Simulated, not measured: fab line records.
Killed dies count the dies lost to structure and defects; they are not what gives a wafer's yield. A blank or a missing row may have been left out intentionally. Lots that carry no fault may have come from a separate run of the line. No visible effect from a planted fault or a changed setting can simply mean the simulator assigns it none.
fab line records || flow gf180mcu || part 2 of 2: steps 24 to 32 of 32
[record] {"lots": 5, "wafers": 15, "last-day": 34}
route steps=602 shown M1@320 V1@335
lots with no fault: from the same line, run without faults
start-h: the number of hours between the record's first day and the start of the first shown wafer of the lot || wait-h: hours elapsed since this lot's preceding step || " unchanged from the row above || L1.1+2: several wafers, shown together as one row || - no value, or no start was given || * or withheld: withheld || < > ~ a bound
route shown NAME@n: NAME is a module with steps in the file, n the number in the route of the first one || usual: mean and standard deviation over wafers with no fault || same: alike in all rows || chamber/n: place in a boat || sites: readings site by site || _std_site: how widely they spread, as a standard deviation || _edge_site: inner sites' mean taken away from outer sites' mean || radius-mm: how far each site lies from the wafer's centre || mask NAME#n: copy n || behind: tool/chamber where the wafer was last shaped || hold: cause of the lot's hold/its duration in hours/its outcome || device: the n, p or np transistor that did not switch || end of line: the route-end tests of the same wafers || for a step that has no rows: nothing shown but its recipe || killed: at the first sort, the dies lost to defects and structure; wafer yield is something else || map: the dies of a wafer, with x for killed, . for not killed, _ for no die there
set.NAME: the run value of the setting; set.NAME@STEP: its run value at that earlier step || model.NAME: the simulator's own value behind a step, which no gauge read
lots seen at some steps along the route; tables by step, rows by wafer
services: the hour from which a tool's chamber was out of use, counted from the record's first day as start-h (under 0 if before that day), plus the number of hours and why
[[steps]]
[step GF_V1_COAT_08]
[recipe] {"resist": "BARC", "temp-c": "withheld", "time-s": "withheld", "spin-rpm": "withheld", "resist-thk-nm": "withheld"}
[usual] {"exhaust-pa": "45.0/0.8", "resist-line-temp-C": "*"}
{"lot.wafer": "L082.1", "tool": "litho-track-04", "chamber": 0, "start-h": 496.13, "wait-h": 0.1, "exhaust-pa": 45.9, "resist-line-temp-C": "*"}
{"lot.wafer": "L082.2", "tool": "litho-track-04", "chamber": 0, "start-h": 496.13, "wait-h": 0.1, "exhaust-pa": 45.2, "resist-line-temp-C": "*"}
{"lot.wafer": "L082.6", "tool": "litho-track-04", "chamber": 0, "start-h": 496.13, "wait-h": 0.1, "exhaust-pa": 45.1, "resist-line-temp-C": "*"}
{"lot.wafer": "L083.3", "tool": "litho-track-03", "chamber": 0, "start-h": 499.98, "wait-h": 0.1, "exhaust-pa": 43.7, "resist-line-temp-C": "*"}
{"lot.wafer": "L083.4", "tool": "litho-track-03", "chamber": 0, "start-h": 499.98, "wait-h": 0.1, "exhaust-pa": 43.9, "resist-line-temp-C": "*"}
{"lot.wafer": "L083.6", "tool": "litho-track-03", "chamber": 0, "start-h": 499.98, "wait-h": 0.1, "exhaust-pa": 44.0, "resist-line-temp-C": "*"}
{"lot.wafer": "L086.1", "tool": "litho-track-01", "chamber": 0, "start-h": 504.02, "wait-h": 0.1, "exhaust-pa": 45.2, "resist-line-temp-C": "*"}
{"lot.wafer": "L086.3", "tool": "litho-track-01", "chamber": 0, "start-h": 504.02, "wait-h": 0.1, "exhaust-pa": 45.4, "resist-line-temp-C": "*"}
{"lot.wafer": "L086.5", "tool": "litho-track-01", "chamber": 0, "start-h": 504.02, "wait-h": 0.1, "exhaust-pa": 44.2, "resist-line-temp-C": "*"}
{"lot.wafer": "L088.2", "tool": "litho-track-01", "chamber": 0, "start-h": 538.09, "wait-h": 0.1, "exhaust-pa": 44.0, "resist-line-temp-C": "*"}
{"lot.wafer": "L088.3", "tool": "litho-track-01", "chamber": 0, "start-h": 538.09, "wait-h": 0.1, "exhaust-pa": 44.6, "resist-line-temp-C": "*"}
{"lot.wafer": "L088.5", "tool": "litho-track-01", "chamber": 0, "start-h": 538.09, "wait-h": 0.1, "exhaust-pa": 44.4, "resist-line-temp-C": "*"}
{"lot.wafer": "L094.2", "tool": "litho-track-04", "chamber": 0, "start-h": 583.01, "wait-h": 0.1, "exhaust-pa": 45.0, "resist-line-temp-C": "*"}
{"lot.wafer": "L094.4", "tool": "litho-track-04", "chamber": 0, "start-h": 583.01, "wait-h": 0.1, "exhaust-pa": 45.2, "resist-line-temp-C": "*"}
{"lot.wafer": "L094.6", "tool": "litho-track-04", "chamber": 0, "start-h": 583.01, "wait-h": 0.1, "exhaust-pa": 45.4, "resist-line-temp-C": "*"}
[step GF_V1_COAT_09]
[recipe] {"resist": "KrF", "spin-rpm": "withheld", "resist-thk-nm": 1000}
[usual] {"exhaust-pa": "45.1/0.86", "resist-line-temp-C": "23.00/0.11"}
{"lot.wafer": "L082.1", "tool": "litho-track-04", "chamber": 0, "start-h": "-", "wait-h": "-", "exhaust-pa": 46.6, "resist-line-temp-C": 22.92}
{"lot.wafer": "L082.2", "tool": "litho-track-04", "chamber": 0, "start-h": "-", "wait-h": "-", "exhaust-pa": 45.2, "resist-line-temp-C": 22.84}
{"lot.wafer": "L082.6", "tool": "litho-track-04", "chamber": 0, "start-h": "-", "wait-h": "-", "exhaust-pa": 44.7, "resist-line-temp-C": 22.91}
{"lot.wafer": "L083.3", "tool": "litho-track-03", "chamber": 0, "start-h": "-", "wait-h": "-", "exhaust-pa": 44.9, "resist-line-temp-C": 22.99}
{"lot.wafer": "L083.4", "tool": "litho-track-03", "chamber": 0, "start-h": "-", "wait-h": "-", "exhaust-pa": 45.3, "resist-line-temp-C": 23.03}
{"lot.wafer": "L083.6", "tool": "litho-track-03", "chamber": 0, "start-h": "-", "wait-h": "-", "exhaust-pa": 44.6, "resist-line-temp-C": 23.05}
{"lot.wafer": "L086.1", "tool": "litho-track-01", "chamber": 0, "start-h": "-", "wait-h": "-", "exhaust-pa": 43.2, "resist-line-temp-C": 22.93}
{"lot.wafer": "L086.3", "tool": "litho-track-01", "chamber": 0, "start-h": "-", "wait-h": "-", "exhaust-pa": 43.9, "resist-line-temp-C": 22.75}
{"lot.wafer": "L086.5", "tool": "litho-track-01", "chamber": 0, "start-h": "-", "wait-h": "-", "exhaust-pa": 44.8, "resist-line-temp-C": 22.77}
{"lot.wafer": "L088.2", "tool": "litho-track-01", "chamber": 0, "start-h": "-", "wait-h": "-", "exhaust-pa": 44.9, "resist-line-temp-C": 22.87}
{"lot.wafer": "L088.3", "tool": "litho-track-01", "chamber": 0, "start-h": "-", "wait-h": "-", "exhaust-pa": 44.9, "resist-line-temp-C": 22.91}
{"lot.wafer": "L088.5", "tool": "litho-track-01", "chamber": 0, "start-h": "-", "wait-h": "-", "exhaust-pa": 45.7, "resist-line-temp-C": 22.81}
{"lot.wafer": "L094.2", "tool": "litho-track-04", "chamber": 0, "start-h": "-", "wait-h": "-", "exhaust-pa": 46.3, "resist-line-temp-C": 22.86}
{"lot.wafer": "L094.4", "tool": "litho-track-04", "chamber": 0, "start-h": "-", "wait-h": "-", "exhaust-pa": 44.0, "resist-line-temp-C": 23.01}
{"lot.wafer": "L094.6", "tool": "litho-track-04", "chamber": 0, "start-h": "-", "wait-h": "-", "exhaust-pa": 45.2, "resist-line-temp-C": 23.03}
[step GF_V1_SOFTBAKE_10]
[recipe] {"temp-c": 130, "time-s": 60, "resist": "KrF"}
[usual] {"exhaust-pa": "45.1/0.86", "heater-power-total-W": "93.06/0.057", "resist-line-temp-C": "23.01/0.1"}
{"lot.wafer": "L082.1", "tool": "litho-track-04", "chamber": 0, "start-h": "-", "wait-h": "-", "exhaust-pa": 46.3, "heater-power-total-W": 93.11, "resist-line-temp-C": 23.16}
{"lot.wafer": "L082.2", "tool": "litho-track-04", "chamber": 0, "start-h": "-", "wait-h": "-", "exhaust-pa": 45.9, "heater-power-total-W": 93.07, "resist-line-temp-C": 22.97}
{"lot.wafer": "L082.6", "tool": "litho-track-04", "chamber": 0, "start-h": "-", "wait-h": "-", "exhaust-pa": 45.2, "heater-power-total-W": 93.10, "resist-line-temp-C": 23.00}
{"lot.wafer": "L083.3", "tool": "litho-track-03", "chamber": 0, "start-h": "-", "wait-h": "-", "exhaust-pa": 45.1, "heater-power-total-W": 93.09, "resist-line-temp-C": 23.09}
{"lot.wafer": "L083.4", "tool": "litho-track-03", "chamber": 0, "start-h": "-", "wait-h": "-", "exhaust-pa": 44.9, "heater-power-total-W": 93.03, "resist-line-temp-C": 23.07}
{"lot.wafer": "L083.6", "tool": "litho-track-03", "chamber": 0, "start-h": "-", "wait-h": "-", "exhaust-pa": 44.5, "heater-power-total-W": 93.00, "resist-line-temp-C": 23.12}
{"lot.wafer": "L086.1", "tool": "litho-track-01", "chamber": 0, "start-h": "-", "wait-h": "-", "exhaust-pa": 46.6, "heater-power-total-W": 93.05, "resist-line-temp-C": 22.96}
{"lot.wafer": "L086.3", "tool": "litho-track-01", "chamber": 0, "start-h": "-", "wait-h": "-", "exhaust-pa": 46.1, "heater-power-total-W": 92.96, "resist-line-temp-C": 22.97}
{"lot.wafer": "L086.5", "tool": "litho-track-01", "chamber": 0, "start-h": "-", "wait-h": "-", "exhaust-pa": 44.8, "heater-power-total-W": 93.10, "resist-line-temp-C": 22.84}
{"lot.wafer": "L088.2", "tool": "litho-track-01", "chamber": 0, "start-h": "-", "wait-h": "-", "exhaust-pa": 46.5, "heater-power-total-W": 93.07, "resist-line-temp-C": 22.97}
{"lot.wafer": "L088.3", "tool": "litho-track-01", "chamber": 0, "start-h": "-", "wait-h": "-", "exhaust-pa": 45.3, "heater-power-total-W": 93.08, "resist-line-temp-C": 22.95}
{"lot.wafer": "L088.5", "tool": "litho-track-01", "chamber": 0, "start-h": "-", "wait-h": "-", "exhaust-pa": 46.7, "heater-power-total-W": 93.16, "resist-line-temp-C": 23.00}
{"lot.wafer": "L094.2", "tool": "litho-track-04", "chamber": 0, "start-h": "-", "wait-h": "-", "exhaust-pa": 45.7, "heater-power-total-W": 93.08, "resist-line-temp-C": 23.00}
{"lot.wafer": "L094.4", "tool": "litho-track-04", "chamber": 0, "start-h": "-", "wait-h": "-", "exhaust-pa": 46.5, "heater-power-total-W": 93.10, "resist-line-temp-C": 22.90}
{"lot.wafer": "L094.6", "tool": "litho-track-04", "chamber": 0, "start-h": "-", "wait-h": "-", "exhaust-pa": 47.0, "heater-power-total-W": 93.05, "resist-line-temp-C": 22.87}
[step GF_V1_EXPOSE_11]
[recipe] {"mask-id": "Via1", "target-cd-nm": 260, "na": 0.68, "source-shape": "conventional", "sigma-outer": 0.6, "dose-mj": 38}
[same] {"na": 0.68}
{"lot.wafer": "L082.1+2+6", "tool": "krf-scanner-01", "chamber": 0, "start-h": "-", "wait-h": "-", "mask": "Via1#0"}
{"lot.wafer": "L083.3+4+6", "tool": "krf-scanner-02", "chamber": 0, "start-h": "-", "wait-h": "-", "mask": "Via1#0"}
{"lot.wafer": "L086.1+3+5", "tool": "krf-scanner-02", "chamber": 0, "start-h": "-", "wait-h": "-", "mask": "Via1#0"}
{"lot.wafer": "L088.2+3+5", "tool": "krf-scanner-01", "chamber": 0, "start-h": "-", "wait-h": "-", "mask": "Via1#0"}
{"lot.wafer": "L094.2+4+6", "tool": "krf-scanner-02", "chamber": 0, "start-h": "-", "wait-h": "-", "mask": "Via1#0"}
[step GF_V1_PEB_12]
[recipe] {"peb-temp-c": 135, "peb-time-s": 90, "resist": "KrF"}
[usual] {"exhaust-pa": "45.0/0.89", "heater-power-total-W": "85.69/0.087", "resist-line-temp-C": "23.02/0.098"}
[same] {"peb-time-s": 90}
{"lot.wafer": "L082.1", "tool": "litho-track-01", "chamber": 0, "start-h": "-", "wait-h": "-", "exhaust-pa": 46.2, "heater-power-total-W": 85.67, "resist-line-temp-C": 23.09}
{"lot.wafer": "L082.2", "tool": "litho-track-01", "chamber": 0, "start-h": "-", "wait-h": "-", "exhaust-pa": 45.6, "heater-power-total-W": 85.68, "resist-line-temp-C": 23.15}
{"lot.wafer": "L082.6", "tool": "litho-track-01", "chamber": 0, "start-h": "-", "wait-h": "-", "exhaust-pa": 44.5, "heater-power-total-W": 85.78, "resist-line-temp-C": 23.02}
{"lot.wafer": "L083.3", "tool": "litho-track-04", "chamber": 0, "start-h": "-", "wait-h": "-", "exhaust-pa": 45.4, "heater-power-total-W": 85.62, "resist-line-temp-C": 22.90}
{"lot.wafer": "L083.4", "tool": "litho-track-04", "chamber": 0, "start-h": "-", "wait-h": "-", "exhaust-pa": 44.8, "heater-power-total-W": 85.80, "resist-line-temp-C": 23.01}
{"lot.wafer": "L083.6", "tool": "litho-track-04", "chamber": 0, "start-h": "-", "wait-h": "-", "exhaust-pa": 45.5, "heater-power-total-W": 85.80, "resist-line-temp-C": 23.00}
{"lot.wafer": "L086.1", "tool": "litho-track-01", "chamber": 0, "start-h": "-", "wait-h": "-", "exhaust-pa": 44.4, "heater-power-total-W": 85.58, "resist-line-temp-C": 22.90}
{"lot.wafer": "L086.3", "tool": "litho-track-01", "chamber": 0, "start-h": "-", "wait-h": "-", "exhaust-pa": 45.1, "heater-power-total-W": 85.59, "resist-line-temp-C": 22.91}
{"lot.wafer": "L086.5", "tool": "litho-track-01", "chamber": 0, "start-h": "-", "wait-h": "-", "exhaust-pa": 45.0, "heater-power-total-W": 85.80, "resist-line-temp-C": 22.90}
{"lot.wafer": "L088.2", "tool": "litho-track-04", "chamber": 0, "start-h": "-", "wait-h": "-", "exhaust-pa": 44.4, "heater-power-total-W": 85.76, "resist-line-temp-C": 22.93}
{"lot.wafer": "L088.3", "tool": "litho-track-04", "chamber": 0, "start-h": "-", "wait-h": "-", "exhaust-pa": 45.5, "heater-power-total-W": 85.71, "resist-line-temp-C": 22.89}
{"lot.wafer": "L088.5", "tool": "litho-track-04", "chamber": 0, "start-h": "-", "wait-h": "-", "exhaust-pa": 44.9, "heater-power-total-W": 85.69, "resist-line-temp-C": 22.93}
{"lot.wafer": "L094.2", "tool": "litho-track-04", "chamber": 0, "start-h": "-", "wait-h": "-", "exhaust-pa": 44.9, "heater-power-total-W": 85.60, "resist-line-temp-C": 22.82}
{"lot.wafer": "L094.4", "tool": "litho-track-04", "chamber": 0, "start-h": "-", "wait-h": "-", "exhaust-pa": 45.3, "heater-power-total-W": 85.59, "resist-line-temp-C": 23.16}
{"lot.wafer": "L094.6", "tool": "litho-track-04", "chamber": 0, "start-h": "-", "wait-h": "-", "exhaust-pa": 45.9, "heater-power-total-W": 85.81, "resist-line-temp-C": 22.94}
[step GF_V1_DEVELOP_13]
[recipe] {"develop-time-s": 60, "resist": "KrF", "dev-temp-c": 21}
[usual] {"exhaust-pa": "45.1/1", "resist-line-temp-C": "22.99/0.11"}
{"lot.wafer": "L082.1", "tool": "litho-track-01", "chamber": 0, "start-h": 508.57, "wait-h": 0.2, "exhaust-pa": 44.6, "resist-line-temp-C": 23.15}
{"lot.wafer": "L082.2", "tool": "litho-track-01", "chamber": 0, "start-h": 508.57, "wait-h": 0.2, "exhaust-pa": 45.9, "resist-line-temp-C": 22.96}
{"lot.wafer": "L082.6", "tool": "litho-track-01", "chamber": 0, "start-h": 508.57, "wait-h": 0.2, "exhaust-pa": 45.7, "resist-line-temp-C": 23.06}
{"lot.wafer": "L083.3", "tool": "litho-track-04", "chamber": 0, "start-h": 512.33, "wait-h": 0.1, "exhaust-pa": 44.9, "resist-line-temp-C": 22.99}
{"lot.wafer": "L083.4", "tool": "litho-track-04", "chamber": 0, "start-h": 512.33, "wait-h": 0.1, "exhaust-pa": 44.1, "resist-line-temp-C": 22.97}
{"lot.wafer": "L083.6", "tool": "litho-track-04", "chamber": 0, "start-h": 512.33, "wait-h": 0.1, "exhaust-pa": 45.1, "resist-line-temp-C": 22.93}
{"lot.wafer": "L086.1", "tool": "litho-track-01", "chamber": 0, "start-h": 515.92, "wait-h": 0.2, "exhaust-pa": 46.3, "resist-line-temp-C": 22.98}
{"lot.wafer": "L086.3", "tool": "litho-track-01", "chamber": 0, "start-h": 515.92, "wait-h": 0.2, "exhaust-pa": 46.4, "resist-line-temp-C": 22.97}
{"lot.wafer": "L086.5", "tool": "litho-track-01", "chamber": 0, "start-h": 515.92, "wait-h": 0.2, "exhaust-pa": 46.5, "resist-line-temp-C": 23.00}
{"lot.wafer": "L088.2", "tool": "litho-track-04", "chamber": 0, "start-h": 549.16, "wait-h": 0.2, "exhaust-pa": 44.9, "resist-line-temp-C": 23.04}
{"lot.wafer": "L088.3", "tool": "litho-track-04", "chamber": 0, "start-h": 549.16, "wait-h": 0.2, "exhaust-pa": 46.2, "resist-line-temp-C": 23.15}
{"lot.wafer": "L088.5", "tool": "litho-track-04", "chamber": 0, "start-h": 549.16, "wait-h": 0.2, "exhaust-pa": 45.4, "resist-line-temp-C": 23.02}
{"lot.wafer": "L094.2", "tool": "litho-track-04", "chamber": 0, "start-h": 593.46, "wait-h": 0.2, "exhaust-pa": 45.0, "resist-line-temp-C": 23.02}
{"lot.wafer": "L094.4", "tool": "litho-track-04", "chamber": 0, "start-h": 593.46, "wait-h": 0.2, "exhaust-pa": 44.0, "resist-line-temp-C": 23.01}
{"lot.wafer": "L094.6", "tool": "litho-track-04", "chamber": 0, "start-h": 593.46, "wait-h": 0.2, "exhaust-pa": 44.5, "resist-line-temp-C": 22.86}
[step GF_V1_CD_MEAS_14]
[recipe] {"target-cd-nm": 260}
[usual] {"cd-nm": "260.0/1.1"}
{"lot.wafer": "L082.1", "tool": "cd-sem-01", "chamber": "-", "start-h": 508.72, "wait-h": 0.1, "cd-nm": 261.0}
{"lot.wafer": "L082.2", "tool": "cd-sem-01", "chamber": "-", "start-h": 508.72, "wait-h": 0.1, "cd-nm": 260.2}
{"lot.wafer": "L082.6", "tool": "cd-sem-01", "chamber": "-", "start-h": 508.72, "wait-h": 0.1, "cd-nm": 262.7}
{"lot.wafer": "L083.3", "tool": "cd-sem-01", "chamber": "-", "start-h": 512.47, "wait-h": 0.1, "cd-nm": 259.8}
{"lot.wafer": "L083.4", "tool": "cd-sem-01", "chamber": "-", "start-h": 512.47, "wait-h": 0.1, "cd-nm": 260.6}
{"lot.wafer": "L083.6", "tool": "cd-sem-01", "chamber": "-", "start-h": 512.47, "wait-h": 0.1, "cd-nm": 260.9}
{"lot.wafer": "L086.1", "tool": "cd-sem-01", "chamber": "-", "start-h": 516.07, "wait-h": 0.1, "cd-nm": 260.9}
{"lot.wafer": "L086.3", "tool": "cd-sem-01", "chamber": "-", "start-h": 516.07, "wait-h": 0.1, "cd-nm": 262.3}
{"lot.wafer": "L086.5", "tool": "cd-sem-01", "chamber": "-", "start-h": 516.07, "wait-h": 0.1, "cd-nm": 261.8}
{"lot.wafer": "L088.2", "tool": "cd-sem-01", "chamber": "-", "start-h": 549.30, "wait-h": 0.1, "cd-nm": 259.5}
{"lot.wafer": "L088.3", "tool": "cd-sem-01", "chamber": "-", "start-h": 549.30, "wait-h": 0.1, "cd-nm": 260.5}
{"lot.wafer": "L088.5", "tool": "cd-sem-01", "chamber": "-", "start-h": 549.30, "wait-h": 0.1, "cd-nm": 260.5}
{"lot.wafer": "L094.2", "tool": "cd-sem-01", "chamber": "-", "start-h": 593.60, "wait-h": 0.1, "cd-nm": 258.7}
{"lot.wafer": "L094.4", "tool": "cd-sem-01", "chamber": "-", "start-h": 593.60, "wait-h": 0.1, "cd-nm": 259.3}
{"lot.wafer": "L094.6", "tool": "cd-sem-01", "chamber": "-", "start-h": 593.60, "wait-h": 0.1, "cd-nm": 260.0}
[step GF_V1_OVL_MEAS_15]
[usual] {"V1_OVL": "-3/5.1"}
{"lot.wafer": "L082.1", "tool": "overlay-02", "chamber": "-", "start-h": 508.84, "wait-h": 0.1, "V1_OVL[nm]": -1}
{"lot.wafer": "L082.2", "tool": "overlay-02", "chamber": "-", "start-h": 508.84, "wait-h": 0.1, "V1_OVL[nm]": -2}
{"lot.wafer": "L082.6", "tool": "overlay-02", "chamber": "-", "start-h": 508.84, "wait-h": 0.1, "V1_OVL[nm]": -10}
{"lot.wafer": "L083.3", "tool": "overlay-01", "chamber": "-", "start-h": 512.56, "wait-h": 0.1, "V1_OVL[nm]": 1}
{"lot.wafer": "L083.4", "tool": "overlay-01", "chamber": "-", "start-h": 512.56, "wait-h": 0.1, "V1_OVL[nm]": -4}
{"lot.wafer": "L083.6", "tool": "overlay-01", "chamber": "-", "start-h": 512.56, "wait-h": 0.1, "V1_OVL[nm]": -11}
{"lot.wafer": "L086.1", "tool": "overlay-01", "chamber": "-", "start-h": 516.19, "wait-h": 0.1, "V1_OVL[nm]": -8}
{"lot.wafer": "L086.3", "tool": "overlay-01", "chamber": "-", "start-h": 516.19, "wait-h": 0.1, "V1_OVL[nm]": -8}
{"lot.wafer": "L086.5", "tool": "overlay-01", "chamber": "-", "start-h": 516.19, "wait-h": 0.1, "V1_OVL[nm]": -6}
{"lot.wafer": "L088.2", "tool": "overlay-01", "chamber": "-", "start-h": 549.41, "wait-h": 0.1, "V1_OVL[nm]": -3}
{"lot.wafer": "L088.3", "tool": "overlay-01", "chamber": "-", "start-h": 549.41, "wait-h": 0.1, "V1_OVL[nm]": -1}
{"lot.wafer": "L088.5", "tool": "overlay-01", "chamber": "-", "start-h": 549.41, "wait-h": 0.1, "V1_OVL[nm]": 0}
{"lot.wafer": "L094.2", "tool": "overlay-02", "chamber": "-", "start-h": 593.71, "wait-h": 0.1, "V1_OVL[nm]": -1}
{"lot.wafer": "L094.4", "tool": "overlay-02", "chamber": "-", "start-h": 593.71, "wait-h": 0.1, "V1_OVL[nm]": 11}
{"lot.wafer": "L094.6", "tool": "overlay-02", "chamber": "-", "start-h": 593.71, "wait-h": 0.1, "V1_OVL[nm]": 8}
[step GF_V1_ETCH_16]
[recipe] {"chemistry": "N2/H2", "target-depth-a": "withheld", "overetch-a": "withheld", "time-s": "withheld", "target": "BARC", "ion-energy-ev": 200, "source-w": 500, "bias-w": 100, "pressure-mtorr": 30, "n2-flow-sccm": 100, "h2-flow-sccm": 200}
[usual] {"drypump-motor-current-A": "5.7/0.42", "oes-product-au": "0.855/0.0047", "rf-fwd-power-W": "494.5/2.2", "throttle-valve-pct": "13.225/0.0087"}
{"lot.wafer": "L082.1", "tool": "rie-diel-02", "chamber": 0, "start-h": 508.88, "wait-h": 0.0, "drypump-motor-current-A": 5.8, "oes-product-au": 0.862, "rf-fwd-power-W": 494.8, "throttle-valve-pct": 13.211}
{"lot.wafer": "L082.2", "tool": "rie-diel-02", "chamber": 1, "start-h": 508.88, "wait-h": 0.0, "drypump-motor-current-A": 5.8, "oes-product-au": 0.853, "rf-fwd-power-W": 495.2, "throttle-valve-pct": 13.243}
{"lot.wafer": "L082.6", "tool": "rie-diel-02", "chamber": 1, "start-h": 508.88, "wait-h": 0.0, "drypump-motor-current-A": 5.8, "oes-product-au": 0.860, "rf-fwd-power-W": 493.7, "throttle-valve-pct": 13.226}
{"lot.wafer": "L083.3", "tool": "rie-diel-01", "chamber": 3, "start-h": 512.59, "wait-h": 0.0, "drypump-motor-current-A": 5.7, "oes-product-au": 0.859, "rf-fwd-power-W": 495.3, "throttle-valve-pct": 13.212}
{"lot.wafer": "L083.4", "tool": "rie-diel-01", "chamber": 1, "start-h": 512.59, "wait-h": 0.0, "drypump-motor-current-A": 4.7, "oes-product-au": 0.857, "rf-fwd-power-W": 496.2, "throttle-valve-pct": 13.230}
{"lot.wafer": "L083.6", "tool": "rie-diel-01", "chamber": 2, "start-h": 512.59, "wait-h": 0.0, "drypump-motor-current-A": 5.7, "oes-product-au": 0.853, "rf-fwd-power-W": 496.0, "throttle-valve-pct": 13.242}
{"lot.wafer": "L086.1", "tool": "rie-diel-02", "chamber": 2, "start-h": 516.23, "wait-h": 0.0, "drypump-motor-current-A": 6.2, "oes-product-au": 0.854, "rf-fwd-power-W": 490.0, "throttle-valve-pct": 13.225}
{"lot.wafer": "L086.3", "tool": "rie-diel-02", "chamber": 1, "start-h": 516.23, "wait-h": 0.0, "drypump-motor-current-A": 5.9, "oes-product-au": 0.858, "rf-fwd-power-W": 497.9, "throttle-valve-pct": 13.229}
{"lot.wafer": "L086.5", "tool": "rie-diel-02", "chamber": 0, "start-h": 516.23, "wait-h": 0.0, "drypump-motor-current-A": 5.8, "oes-product-au": 0.851, "rf-fwd-power-W": 497.9, "throttle-valve-pct": 13.228}
{"lot.wafer": "L088.2", "tool": "rie-diel-02", "chamber": 1, "start-h": 549.44, "wait-h": 0.0, "drypump-motor-current-A": 5.9, "oes-product-au": 0.847, "rf-fwd-power-W": 495.2, "throttle-valve-pct": 13.223}
{"lot.wafer": "L088.3", "tool": "rie-diel-02", "chamber": 2, "start-h": 549.44, "wait-h": 0.0, "drypump-motor-current-A": 6.2, "oes-product-au": 0.858, "rf-fwd-power-W": 494.4, "throttle-valve-pct": 13.216}
{"lot.wafer": "L088.5", "tool": "rie-diel-02", "chamber": 0, "start-h": 549.44, "wait-h": 0.0, "drypump-motor-current-A": 5.8, "oes-product-au": 0.856, "rf-fwd-power-W": 496.7, "throttle-valve-pct": 13.225}
{"lot.wafer": "L094.2", "tool": "rie-diel-01", "chamber": 0, "start-h": 593.74, "wait-h": 0.0, "drypump-motor-current-A": 6.3, "oes-product-au": 0.855, "rf-fwd-power-W": 493.6, "throttle-valve-pct": 13.211}
{"lot.wafer": "L094.4", "tool": "rie-diel-01", "chamber": 2, "start-h": 593.74, "wait-h": 0.0, "drypump-motor-current-A": 5.7, "oes-product-au": 0.857, "rf-fwd-power-W": 494.4, "throttle-valve-pct": 13.237}
{"lot.wafer": "L094.6", "tool": "rie-diel-01", "chamber": 3, "start-h": 593.74, "wait-h": 0.0, "drypump-motor-current-A": 5.6, "oes-product-au": 0.849, "rf-fwd-power-W": 493.7, "throttle-valve-pct": 13.218}
[[services]]
{"tool": "rie-metal-04", "chamber": "-", "start-h": 447.05, "hours": 14.6, "kind": "pm"}
{"tool": "rie-diel-01", "chamber": 2, "start-h": 461.12, "hours": 4.6, "kind": "repair"}
{"tool": "cmp-01", "chamber": "-", "start-h": 470.13, "hours": 3.6, "kind": "repair"}
{"tool": "hdpcvd-01", "chamber": 1, "start-h": 472.72, "hours": 4.9, "kind": "repair"}
{"tool": "rie-diel-01", "chamber": "-", "start-h": 476.06, "hours": 0.2, "kind": "repair"}
{"tool": "krf-scanner-01", "chamber": "-", "start-h": 480.01, "hours": 1.0, "kind": "pm"}
{"tool": "hdpcvd-02", "chamber": 2, "start-h": 481.32, "hours": 22.5, "kind": "repair"}
{"tool": "rie-metal-04", "chamber": 1, "start-h": 483.26, "hours": 12.2, "kind": "repair"}
{"tool": "plasma-asher-01", "chamber": "-", "start-h": 490.56, "hours": 2.0, "kind": "repair"}
{"tool": "wet-bench-01", "chamber": "-", "start-h": 503.72, "hours": 2.6, "kind": "repair"}
{"tool": "hdpcvd-02", "chamber": "-", "start-h": 515.48, "hours": 2.8, "kind": "repair"}
{"tool": "wet-bench-03", "chamber": "-", "start-h": 516.77, "hours": 1.5, "kind": "repair"}
{"tool": "plasma-asher-01", "chamber": "-", "start-h": 532.21, "hours": 2.8, "kind": "pm"}
{"tool": "hdpcvd-01", "chamber": "-", "start-h": 534.06, "hours": 2.8, "kind": "pm"}
{"tool": "krf-scanner-02", "chamber": "-", "start-h": 537.64, "hours": 1.0, "kind": "pm"}
{"tool": "hdpcvd-01", "chamber": "-", "start-h": 539.25, "hours": 15.0, "kind": "pm"}
{"tool": "pecvd-03", "chamber": 0, "start-h": 542.47, "hours": 4.7, "kind": "repair"}
{"tool": "krf-scanner-01", "chamber": "-", "start-h": 544.33, "hours": 1.3, "kind": "pm"}
{"tool": "wet-bench-02", "chamber": "-", "start-h": 546.38, "hours": 7.0, "kind": "repair"}
{"tool": "rie-diel-02", "chamber": 2, "start-h": 558.58, "hours": 2.8, "kind": "repair"}
{"tool": "rie-diel-02", "chamber": 3, "start-h": 573.37, "hours": 9.8, "kind": "repair"}
{"tool": "krf-scanner-01", "chamber": "-", "start-h": 577.37, "hours": 0.8, "kind": "pm"}
{"tool": "krf-scanner-02", "chamber": "-", "start-h": 589.49, "hours": 1.3, "kind": "pm"}
{"tool": "cmp-01", "chamber": "-", "start-h": 591.55, "hours": 22.1, "kind": "repair"}
